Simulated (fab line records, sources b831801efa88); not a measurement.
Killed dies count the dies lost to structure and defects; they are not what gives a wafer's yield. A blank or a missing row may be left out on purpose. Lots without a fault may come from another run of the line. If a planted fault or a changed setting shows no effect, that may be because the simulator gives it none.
2 desks looking at one fault ; flow gf180mcu ; only its own numbers are on each desk; what lay behind them is given at the end

== TOOL OWNER'S DESK, rie diel-04 ==
The tool's own readings at GF_HV_LDD_ETCHBACK_58 (etches Si3N4 in CH3F/O2, stops on SiO2, time 100 s, target depth 90 nm): means of the sampled wafers that have a number, for each lot that ran on this tool. The brackets show how far a lot's mean lies from the usual mean; more than 4 standard deviations puts the lot out of limits, marked OUT.
Columns: A = drypump motor current A at GF_HV_LDD_ETCHBACK_58, usual 5.4 A; B = oes product au at GF_HV_LDD_ETCHBACK_58, usual 0.842 a.u.; C = rf fwd power W at GF_HV_LDD_ETCHBACK_58, usual 397.5 W; D = throttle valve pct at GF_HV_LDD_ETCHBACK_58, usual 10.561 %
lot;first seen here;A;B;C;D
L945;day 13 07:18;5.5;0.847;397.7;10.554
L947;day 13 17:23;5.5;0.833;450.6 (+38) OUT;10.558
L949;day 14 08:08;5.3;0.844;450.2 (+38) OUT;10.569
L960;day 18 03:31;5.5;0.851;397.1;10.567
L966;day 20 03:31;5.4;0.842;396.6;10.569
This desk's finding: out of limits on L947, L949; first on L947, day 13 17:23 (rf fwd power W at GF_HV_LDD_ETCHBACK_58). L945, L960, L966: within limits.

== FROM THE METROLOGY DESK ==
Lot by lot, what the gauges showed, no matter which tool ran the lot: averages of those sampled wafers that carry a number. The brackets show how far a lot's mean lies from the usual mean; more than 4 standard deviations puts the lot out of limits, marked OUT.
Columns: A = INCOMING_BOW at GF_STI_BOW_MEAS_00, usual 0 um; B = cd nm at GF_STI_CD_MEAS_12, usual 220.1 nm; C = SALICIDE_TIN_RS at GF_SALICIDE_RS_MEAS_04, usual 16.21 ohm/sq
lot;first seen here;A;B;C
L944;day 1 15:01;-8;220.2;16.62
L945;day 1 20:00;7;220.7;16.22
L947;day 2 06:04;-2;219.1;15.90
L948;day 2 11:02;-1;219.4;16.16
L949;day 2 16:00;-2;221.2;16.39
L950;day 2 21:00;-1;221.6;16.49
L951;day 3 02:04;10;219.0;16.23
L958;day 4 13:01;-5;219.7;16.37
L960;day 4 23:00;2;221.3;16.13
L961;day 5 04:01;-5;221.2;16.29
L962;day 5 09:00;-1;222.5;16.31
L964;day 5 19:01;2;218.2;16.07
L965;day 6 00:00;-3;221.4;16.15
L966;day 6 05:00;-1;217.8;15.97
Result from this desk: across the 14 lots, nothing is out of limits.

== ALL TOGETHER ==
At day 13 17:23, on L947, L949, the tool owner's desk was in a position to raise an alarm.
Nothing out of limits was seen by the metrology desk.
The metrology desk holds a record of L947, L949, inside its limits.
Of the lots named, all ran GF_HV_LDD_ETCHBACK_58 on rie diel-04.

== WHAT WAS PUT IN BY THE SIMULATOR ==
rie diel-04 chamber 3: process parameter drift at GF_HV_LDD_ETCHBACK_58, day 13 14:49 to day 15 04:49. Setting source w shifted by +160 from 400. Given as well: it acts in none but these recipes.
Shown lots that were struck: L947, L949.
Hours from the fault's start to each desk's first reading out of limits: the tool owner's desk, 3.
